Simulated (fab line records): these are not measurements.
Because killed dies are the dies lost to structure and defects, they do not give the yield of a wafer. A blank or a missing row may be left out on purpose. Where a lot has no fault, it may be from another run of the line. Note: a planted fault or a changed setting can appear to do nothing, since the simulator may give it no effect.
A lot that was struck, set against a sound lot -- flow sky130 -- 17 out of 708 route steps
Sound: these wafers, L144.1, L144.3, L144.4. Struck: wafers L137.3, L137.4, L137.6. The cause is named last.
Order at every step that has rows: each side's tool, ch and its chambers, its first start. Under that, the readings that differ: sound wafers -- struck wafers -- difference of the means -- sigmas: that difference in standard deviations of wafers without a fault.
alike: same words and numbers on both sides, and readings whose means sit less than 2 such deviations apart. not compared: any withheld reading, any reading some wafer has no value for, any bound like >300 that may hide the same value, and any number with overlapping values for which the record gives no deviation.
A row with sigmas, a row that says differs or no value, or rows on one side alone: a step with any of these is where the two part. Numbers that have no deviation but don't overlap get no sigmas and don't part them. A reading missing from all wafers of one side parts the sides only when that side holds two or more wafers.

first, 5 steps without rows for these wafers: SKY_SD_N_COAT_02 (resist thk 1140 nm); SKY_SD_N_SOFTBAKE_03 (time 60 s); SKY_SD_N_EXPOSE_04 (exposes mask NSDM, target cd 380 nm); SKY_SD_N_PEB_05; SKY_SD_N_DEVELOP_06 (develop time 60 s).
SKY_SD_N_CD_MEAS_07: the cd target is 380 nm.
  sound on cd-sem-02 at day 32 13:32; struck on cd-sem-02 at day 30 12:56
  alike: cd-nm
SKY_SD_N_OVL_MEAS_08:
  sound on overlay-02 at day 32 13:40; struck on overlay-02 at day 30 13:02
  alike: SD_N_OVL
then, 2 steps without rows for these wafers: SKY_SD_N_IMPLANT_09; SKY_SD_N_IMPLANT_10.
SKY_SD_N_STRIP_11: strips in O2/N2.
  sound on plasma-asher-03 ch 0,1, day 32 14:00; struck on plasma-asher-03 ch 0,1, day 30 13:23
  alike: drypump-motor-current-A, oes-product-au, strip-time-to-endpoint-s
  not compared: rf-hours-counter-h
SKY_SD_N_TW_MEAS_12:
  sound on film-metro-02 at day 32 14:06; struck on film-metro-02 at day 30 13:28
  alike: SD_N_TW
then, 1 step without rows for these wafers: SKY_SD_N_CLEAN_13 (cleans in SC1/SC2, time 150 s).
SKY_SD_N_RTA_14: time 2 s.
  sound on rtp-anneal-01 ch 0, day 32 14:13; struck on rtp-anneal-02 ch 0, day 30 13:35
reading,sound,struck,difference,sigmas
lamp-power-pct (%),15.75 15.78 15.70,16.46 16.44 16.60,+0.76,+14
wafer_temp_C_max,1079.5 1077.1 1076.0,1107.3 1111.5 1106.9,+31.0,+24
SKY_SD_N_RS_MEAS_16: measures by four-point-probe.
  sound on film-metro-01 at day 32 14:23; struck on film-metro-04 at day 30 13:46
reading,sound,struck,difference,sigmas
SD_N_RS (ohm/sq),68.66 68.82 68.77,63.20 63.19 63.28,-5.53,-43
SKY_SD_N_RS_MEAS_17: measures by four-point-probe.
  sound on film-metro-01 at day 32 14:30; struck on film-metro-04 at day 30 13:53
reading,sound,struck,difference,sigmas
SD_P_RS (ohm/sq),147.6 148.1 147.6,121.4 121.7 121.6,-26.2,-67
SKY_SD_N_RS_MEAS_18: measures by four-point-probe.
  sound on film-metro-01 at day 32 14:37; struck on film-metro-04 at day 30 14:01
reading,sound,struck,difference,sigmas
RES_XHIGH_RS (ohm/sq),334.8 335.7 335.8,329.3 330.1 331.0,-5.3,-4
-- the record jumps here: 17 days lie between the struck wafers' starts before and after (it left off in module SD_N and takes up again in module PAD_OPEN, whose first step shown is number 708 of the route) --
SKY_PAD_OPEN_PROBE_99:
  sound on prober-02 at day 49 04:13; struck on prober-01 at day 47 21:57
reading,sound,struck,difference,sigmas
model.etest.res-xhigh-po.line-ohm-um,5872 5968 5867,4248 4404 4416,-1546,
model.etest.res-xhigh-po.rs-ohm-sq,2044 2044 2023,1505 1560 1552,-498,
model.etest.pfet_01v8.r-on-ohm-um,2936 2894 2875,2571 2682 2670,-261,
model.etest.res-pdiff.line-ohm-um,1352 1377 1372,1135 1164 1154,-216,
model.etest.res-high-po.line-ohm-um,750.9 754.8 747.6,600.1 612 610.4,-143.6,
model.etest.pfet-g5v0d10v5.r-on-ohm-um,4787 4739 4779,4652 4724 4701,-76,
model.etest.licon-high-po.rc-ohm,363.1 362.5 357.9,243 245.9 252.3,-114,
model.etest.res-ndiff.line-ohm-um,747 774.3 755.9,701.9 706.1 710.6,-52.9,
  alike: killed_at_M0_to_M3, killed_at_M4_up, killed-at-contacts, killed-at-front-end, killed-at-other, killed-dies, killed-open, killed-short

WHERE THEY PART
Last at SKY_SD_N_RS_MEAS_18 as far as this record goes, first at SKY_SD_N_RTA_14. Later steps at which nothing parts them and some readings are alike: SKY_PAD_OPEN_PROBE_99.

WHY: the cause the simulator had injected
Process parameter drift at SKY_SD_N_RTA_14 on rtp-anneal-02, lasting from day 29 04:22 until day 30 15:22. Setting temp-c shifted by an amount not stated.
